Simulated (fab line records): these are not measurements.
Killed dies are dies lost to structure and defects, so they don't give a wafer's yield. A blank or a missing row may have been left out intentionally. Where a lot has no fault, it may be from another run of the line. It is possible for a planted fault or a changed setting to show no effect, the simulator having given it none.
A struck lot beside a sound one :: flow sky130 :: 15 out of 708 route steps
Sound: wafers L497.1, L497.3, L497.5. Struck: wafer L492.5 (left out: L492.1, L492.3 of the same lot, which were not struck); the cause appears at the end.
Each step with rows lists, per side, the tool, then ch with its chambers, then its first start. Under that, the readings that differ: sound wafers :: struck wafers :: difference of the means :: sigmas: that difference in standard deviations of wafers without a fault.
alike: words and numbers the same on both sides, and readings whose means are apart by under 2 such deviations; not compared: readings that were withheld, readings missing a value for some wafer, numbers with overlapping values and no deviation given by the record, and bounds like >300 which may hide the same value.
The two part at a step that has a row with sigmas, a row that says differs or no value, or rows on one side only. Numbers that have no deviation but don't overlap get no sigmas and don't part them. A reading missing from all wafers of one side parts the sides only when that side holds two or more wafers.

SKY_CONTACT_OVL_MEAS_15:
  sound: overlay-02 at day 36 06:29; struck: overlay-01 at day 34 20:20
  alike: CONTACT_OVL
then, 1 step without rows for these wafers: SKY_CONTACT_ETCH_16 (etches BARC in N2/H2, stops on SiO2, time 45.9 s, target depth 60 nm).
SKY_CONTACT_ETCH_17: etches SiO2 in C4F8/O2/Ar, stops on Si3N4, target depth 340 nm.
  sound on rie-diel-04 ch 0,1,3, day 36 06:34; struck on rie-diel-01 ch 3, day 34 20:25
  alike: oes-product-au
then, 1 step without rows for these wafers: SKY_CONTACT_ETCH_18 (etches Si3N4 in CHF3/O2, stops on TiN, time 39 s, target depth 75 nm).
SKY_CONTACT_STRIP_19: strips in O2/N2.
  sound on plasma-asher-01 ch 0,1, day 36 06:39; struck on plasma-asher-01 ch 1, day 34 20:30
  alike: drypump-motor-current-A, oes-product-au, strip-time-to-endpoint-s
  not compared: rf-hours-counter-h
then, 3 steps without rows for these wafers: SKY_CONTACT_STRIP_20 (strips in post etch residue remover, time 1200 s); SKY_CONTACT_CLEAN_21 (cleans in IPA, time 180 s); SKY_CONTACT_CLEAN_22 (cleans in O3/DIW).
SKY_CONTACT_SPUTTER_23: material TiN, target thk 20 nm, time 80 s.
  sound: pvd-sputter-02 at day 36 07:14; struck: pvd-sputter-02 at day 34 21:06
  alike: throttle-valve-pct
SKY_CONTACT_CVD_24: deposits W, target thk 340 nm, time 102.12 s.
  sound on cvd-w-01 ch 0,1, day 36 07:18; struck on cvd-w-01 ch 1, day 34 21:10
  alike: heater-power-w
SKY_CONTACT_RS_MEAS_25: a four-point-probe measurement.
  sound: film-metro-03 at day 36 07:25; struck: film-metro-03 at day 34 21:16
  alike: CONTACT_W_RS
SKY_CONTACT_THK_MEAS_26: measures by xrf.
  sound: film-metro-03 at day 36 07:32; struck: film-metro-03 at day 34 21:23
  alike: CONTACT_W_THK
SKY_CONTACT_CMP_27: polishes, stops on SiO2, t overpolish 15 s, target thk 0 nm.
  sound on cmp-02 ch 0,1, day 36 07:35; struck on cmp-01 ch 2, day 34 21:30
reading: overpolish-run-s (s)
sound: 15.006 15.021 15.004
struck: 8.450
difference: -6.560
sigmas: -99 or more

reading: t-overpolish-s (s)
sound: 15 15 15
struck: 8.4701
difference: -6.5299
sigmas: 
  alike: motor-current-A, retaining-ring-pressure-frac, time-to-endpoint-s
SKY_METAL1_SPUTTER_00: material Ti, target thk 15 nm, time 10 s.
  sound: pvd-sputter-03 at day 36 07:53; struck: pvd-sputter-03 at day 34 21:45
  alike: throttle-valve-pct
-- the record jumps here: 13 days lie between the struck wafers' starts before and after (it left off in module METAL1 and takes up again in module PAD_OPEN, whose first step shown is number 708 of the route) --
SKY_PAD_OPEN_PROBE_99:
  sound: prober-01 at day 49 05:25; struck: prober-02 at day 48 07:39
reading: killed-dies
sound: 87 77 89
struck: 102
difference: +18
sigmas: +2

reading: killed-open
sound: 50 44 45
struck: 64
difference: +18
sigmas: +3
  alike: killed_at_M0_to_M3, killed_at_M4_up, killed-at-contacts, killed-at-front-end, killed-at-other, killed-short

WHERE THEY PART
Last at SKY_PAD_OPEN_PROBE_99 as far as this record goes, first at SKY_CONTACT_CMP_27.

WHY: the cause the simulator had injected
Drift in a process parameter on cmp-01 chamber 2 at SKY_CONTACT_CMP_27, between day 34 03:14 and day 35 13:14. From 15, the setting t-overpolish-s moved by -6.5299. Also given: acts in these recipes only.
